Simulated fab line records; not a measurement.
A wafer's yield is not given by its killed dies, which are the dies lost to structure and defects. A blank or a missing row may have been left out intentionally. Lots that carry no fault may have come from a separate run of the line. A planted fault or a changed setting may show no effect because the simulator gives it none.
Tool commonality check ; flow gf180mcu ; 11 lots, 33 wafers sampled

## WHAT PROMPTED THE OPENING
GF_TOP_METAL_RS_MEAS_05, reading TOP_METAL_ALCU_RS: flagged on 3 of 11 lots. No-fault wafers: 0.03284 ohm/sq, standard deviation 0.00028.
Rule: flag the lot when none of its wafers has a number, or when each of its wafers that has one lies beyond 4 standard deviations from that mean. The other lots count as sound.

lot;measured;on;TOP_METAL_ALCU_RS (ohm/sq), wafer by wafer;flag
L493;day 27 12:17;filmMetro-04;0.0332 0.0329 0.03303;
L494;day 28 02:29;filmMetro-01;0.03255 0.03286 0.03282;
L496;day 28 21:26;filmMetro-04;0.03261 0.03297 0.03241;
L498;day 29 10:20;filmMetro-04;0.03272 0.03317 0.03271;
L500;day 30 11:43;filmMetro-03;9.7614 9.7518 9.6191;FLAGGED
L501;day 30 18:41;filmMetro-01;9.7549 9.7523 9.7088;FLAGGED
L502;day 30 21:44;filmMetro-03;9.7023 9.81 9.7736;FLAGGED
L508;day 32 06:58;filmMetro-01;0.03243 0.03255 0.03253;
L511;day 32 19:37;filmMetro-01;0.03316 0.03343 0.03366;
L512;day 32 22:10;filmMetro-03;0.03272 0.03277 0.03232;
L513;day 33 04:28;filmMetro-03;0.0324 0.03262 0.03237;
The numbers of the flagged lots are 9.73713 ohm/sq on average: +9.70429 ohm/sq against the usual, or +99 or more standard deviations.

## LOT BY LOT: THE TOOL USED
2 process steps preceding the reading are held in the record, out of 602 steps in the route. Each cell gives the tool, then ch followed by the chambers the sampled wafers passed through, then the start.
lot;flag;GF_M5_ETCH_09;GF_TOP_METAL_SPUTTER_02
L493;;rieDiel-02 ch 0,1,2, day 26 12:57;pvdSputter-01, day 27 12:09
L494;;rieDiel-03 ch 0,3, day 27 03:51;pvdSputter-03, day 28 02:22
L496;;rieDiel-03 ch 0,1,2, day 27 22:20;pvdSputter-03, day 28 21:20
L498;;rieDiel-02 ch 0,1,3, day 28 12:30;pvdSputter-03, day 29 10:15
L500;FLAGGED;rieDiel-02 ch 0,1,3, day 29 14:00;pvdSputter-02, day 30 11:37
L501;FLAGGED;rieDiel-03 ch 1,2,3, day 29 22:02;pvdSputter-03, day 30 18:34
L502;FLAGGED;rieDiel-03 ch 1,2, day 30 00:02;pvdSputter-01, day 30 21:39
L508;;rieDiel-03 ch 0,1, day 31 10:47;pvdSputter-03, day 32 06:52
L511;;rieDiel-02 ch 0,1,2, day 32 00:11;pvdSputter-03, day 32 19:31
L512;;rieDiel-04 ch 0,2,3, day 32 02:45;pvdSputter-03, day 32 22:04
L513;;rieDiel-04 ch 0,1,2, day 32 09:06;pvdSputter-02, day 33 04:22
What these steps do:
- GF_M5_ETCH_09: etches Si3N4 in CF4/O2, target depth 52 nm, time 11.6 s.
- GF_TOP_METAL_SPUTTER_02: material AlCu, target thk 900 nm, time 47.82 s.
- GF_TOP_METAL_RS_MEAS_05: measures by four-point-probe.

## FLAGGED OVER TOTAL, TOOL BY TOOL (the gauges that took the reading come last)
step;tool;lots run;flagged;share of the flagged lots;sound lots run after its first flagged lot
GF_M5_ETCH_09;rieDiel-02;4;1;some;1 (L511)
GF_M5_ETCH_09;rieDiel-03;5;2;some;1 (L508)
GF_M5_ETCH_09;rieDiel-04;2;0;none;-
GF_TOP_METAL_SPUTTER_02;pvdSputter-01;2;1;some;0
GF_TOP_METAL_SPUTTER_02;pvdSputter-02;2;1;some;1 (L513)
GF_TOP_METAL_SPUTTER_02;pvdSputter-03;7;1;some;3 (L508,L511,L512)
GF_TOP_METAL_RS_MEAS_05;filmMetro-01;4;1;some;2 (L508,L511)
GF_TOP_METAL_RS_MEAS_05;filmMetro-03;4;2;some;2 (L512,L513)
GF_TOP_METAL_RS_MEAS_05;filmMetro-04;3;0;none;-

## WHAT THE TABLE PERMITS
No row of the table ran every flagged lot.

## WHAT THE SIMULATOR HAD PUT IN
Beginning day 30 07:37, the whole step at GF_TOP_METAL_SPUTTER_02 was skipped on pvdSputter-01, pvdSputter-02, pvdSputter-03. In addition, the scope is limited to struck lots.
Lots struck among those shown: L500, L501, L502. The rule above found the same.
